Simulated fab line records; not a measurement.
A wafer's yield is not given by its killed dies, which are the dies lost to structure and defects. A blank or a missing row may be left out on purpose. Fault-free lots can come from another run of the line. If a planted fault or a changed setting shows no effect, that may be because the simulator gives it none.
Comparing a struck lot with a sound one	flow sky130	43 steps out of a route of 708
Sound: the wafers L893.1, L893.2, L893.6. Struck: wafers L912.1, L912.4, L912.5. The cause comes at the end.
For every step that has rows: the tool of each side, followed by ch and its chambers, followed by its first start. Under that, the readings that differ: sound wafers	struck wafers	difference of the means	sigmas: that difference in standard deviations of wafers without a fault.
alike: same words and numbers on both sides, and readings whose means sit less than 2 such deviations apart. not compared: any withheld reading, any reading some wafer has no value for, any bound like >300 that may hide the same value, and any number with overlapping values for which the record gives no deviation.
Wherever a step has rows on one side only, a row that says differs or no value, or a row with sigmas, the two part there. Numbers that don't overlap but have no deviation are shown without sigmas and don't part them. A reading that every wafer of one side lacks parts them only if that side has two wafers or more.

SKY_LDD_HVP_OVL_MEAS_07:
  sound on overlay-02 at day 22 13:05; struck on overlay-02 at day 28 12:26
  alike: LDD_HVP_OVL
next, for these wafers, 1 step has no rows: SKY_LDD_HVP_IMPLANT_08.
SKY_LDD_HVP_STRIP_09: strips in O2/N2.
  sound on plasma asher-01 ch 0,1, day 22 13:16; struck on plasma asher-02 ch 0,1, day 28 12:37
  alike: drypump motor current A, oes product au, strip time to endpoint s
  not compared: rf hours counter h
SKY_LDD_HVP_TW_MEAS_10:
  sound on film metro-01 at day 22 13:22; struck on film metro-04 at day 28 12:43
reading	sound	struck	difference	sigmas
LDD_HVP_TW	465.9 461.7 461.8	456.1 455.3 455.8	-7.4	-3
then, 7 steps without rows for these wafers: SKY_LDD_LDN_DEHYDRATE_00 (time 60 s); SKY_LDD_LDN_HMDS_01 (prime time 60 s); SKY_LDD_LDN_COAT_02 (resist thk 1140 nm); SKY_LDD_LDN_SOFTBAKE_03 (time 60 s); SKY_LDD_LDN_EXPOSE_04 (exposes mask LDNTM, target cd 700 nm); SKY_LDD_LDN_PEB_05; SKY_LDD_LDN_DEVELOP_06 (develop time 60 s).
SKY_LDD_LDN_OVL_MEAS_07:
  sound on overlay-01 at day 23 19:06; struck on overlay-01 at day 29 16:30
  alike: LDD_LDN_OVL
SKY_LDD_LDN_IMPLANT_08:
  sound on implanter-01 ch 0, day 23 19:08; struck on implanter-04 ch 0, day 29 16:32
  alike: dose ions cm2
then, 3 steps without rows for these wafers: SKY_LDD_LDN_IMPLANT_09; SKY_LDD_LDN_IMPLANT_10; SKY_LDD_LDN_IMPLANT_11.
SKY_LDD_LDN_STRIP_12: strips in O2/N2.
  sound on plasma asher-04 ch 0,1, day 23 19:44; struck on plasma asher-01 ch 0,1, day 29 17:08
  alike: drypump motor current A, oes product au, strip time to endpoint s
  not compared: rf hours counter h
SKY_LDD_LDN_TW_MEAS_13:
  sound on film metro-03 at day 23 19:50; struck on film metro-03 at day 29 17:14
  alike: LDD_LDN_TW
then, 2 steps without rows for these wafers: SKY_LDD_LDN_CLEAN_14 (cleans in SC1/SC2, time 150 s); SKY_SPACER_CVD_00 (deposits Si3N4 from DCS/NH3, target thk 43.1 nm, time 740 s).
SKY_SPACER_THK_MEAS_01:
  sound on film metro-04 at day 23 21:09; struck on film metro-04 at day 29 19:54
  alike: SPACER_CVD_00_THK
SKY_SPACER_ETCHBACK_02: etches Si3N4 in CH3F/O2, stops on SiO2, time 46.7 s, target depth 45 nm.
  sound on rie diel-02 ch 1,2, day 23 21:13; struck on rie diel-02 ch 1,3, day 29 19:58
  alike: O2_flow_sccm, drypump motor current A, oes product au, throttle valve pct
  not compared: rf hours counter h
then, 8 steps without rows for these wafers: SKY_POLY_CUT_DEHYDRATE_00 (time 60 s); SKY_POLY_CUT_HMDS_01 (prime time 60 s); SKY_POLY_CUT_COAT_02 (resist thk 60 nm); SKY_POLY_CUT_COAT_03 (resist thk 450 nm); SKY_POLY_CUT_SOFTBAKE_04 (time 90 s); SKY_POLY_CUT_EXPOSE_05 (exposes mask NPCM, target cd 270 nm); SKY_POLY_CUT_PEB_06; SKY_POLY_CUT_DEVELOP_07 (develop time 60 s).
SKY_POLY_CUT_CD_MEAS_08: target cd 270 nm.
  sound on cd sem-02 at day 25 02:47; struck on cd sem-01 at day 30 23:38
  alike: cd nm
SKY_POLY_CUT_OVL_MEAS_09:
  sound on overlay-01 at day 25 02:55; struck on overlay-01 at day 30 23:46
reading	sound	struck	difference	sigmas
POLY_CUT_OVL (nm)	4 8 11	-8 -4 -8	-14	-3
then, 1 step without rows for these wafers: SKY_POLY_CUT_ETCH_10 (etches BARC in N2/H2, stops on SiO2, time 45.9 s, target depth 60 nm).
SKY_POLY_CUT_ETCH_11: etches Si3N4 in CF4/CH2F2/Ar, stops on poly-Si, time 42.5 s, target depth 60 nm.
  sound on rie diel-03 ch 2,3, day 25 02:59; struck on rie diel-02 ch 0,1, day 30 23:50
  alike: ch2f2 flow sccm, drypump motor current A, oes product au, throttle valve pct
  not compared: rf hours counter h
SKY_POLY_CUT_STRIP_12: strips in O2/N2.
  sound on plasma asher-04 ch 0,1, day 25 03:01; struck on plasma asher-01 ch 0,1, day 30 23:52
  alike: drypump motor current A, oes product au, strip time to endpoint s
  not compared: rf hours counter h
then, 7 steps without rows for these wafers: SKY_SD_P_DEHYDRATE_00 (time 60 s); SKY_SD_P_HMDS_01 (prime time 60 s); SKY_SD_P_COAT_02 (resist thk 1140 nm); SKY_SD_P_SOFTBAKE_03 (time 60 s); SKY_SD_P_EXPOSE_04 (exposes mask PSDM, target cd 380 nm); SKY_SD_P_PEB_05; SKY_SD_P_DEVELOP_06 (develop time 60 s).
-- record jumps: 19 days separate the struck wafers' starts on either side; left off in module SD_P, taken up again in module PAD_OPEN, whose first shown step is the route's number 708 --
SKY_PAD_OPEN_PROBE_99:
  sound on prober-02 at day 46 11:12; struck on prober-01 at day 50 09:16
reading	sound	struck	difference	sigmas
model.etest.tip sonos.rs ohm sq range	33.34 46.9 42.67	162.7 157.5 181.2	+126.2	
  alike: killed_at_M0_to_M3, killed_at_M4_up, killed at contacts, killed at front end, killed at other, killed dies, killed open, killed short

## WHERE THEY PART
Earliest at SKY_LDD_HVP_TW_MEAS_10; latest, in this record, at SKY_POLY_CUT_OVL_MEAS_09. Later steps at which nothing parts them and some readings are alike: SKY_POLY_CUT_ETCH_11, SKY_POLY_CUT_STRIP_12, SKY_PAD_OPEN_PROBE_99.

WHY: the cause the simulator had injected
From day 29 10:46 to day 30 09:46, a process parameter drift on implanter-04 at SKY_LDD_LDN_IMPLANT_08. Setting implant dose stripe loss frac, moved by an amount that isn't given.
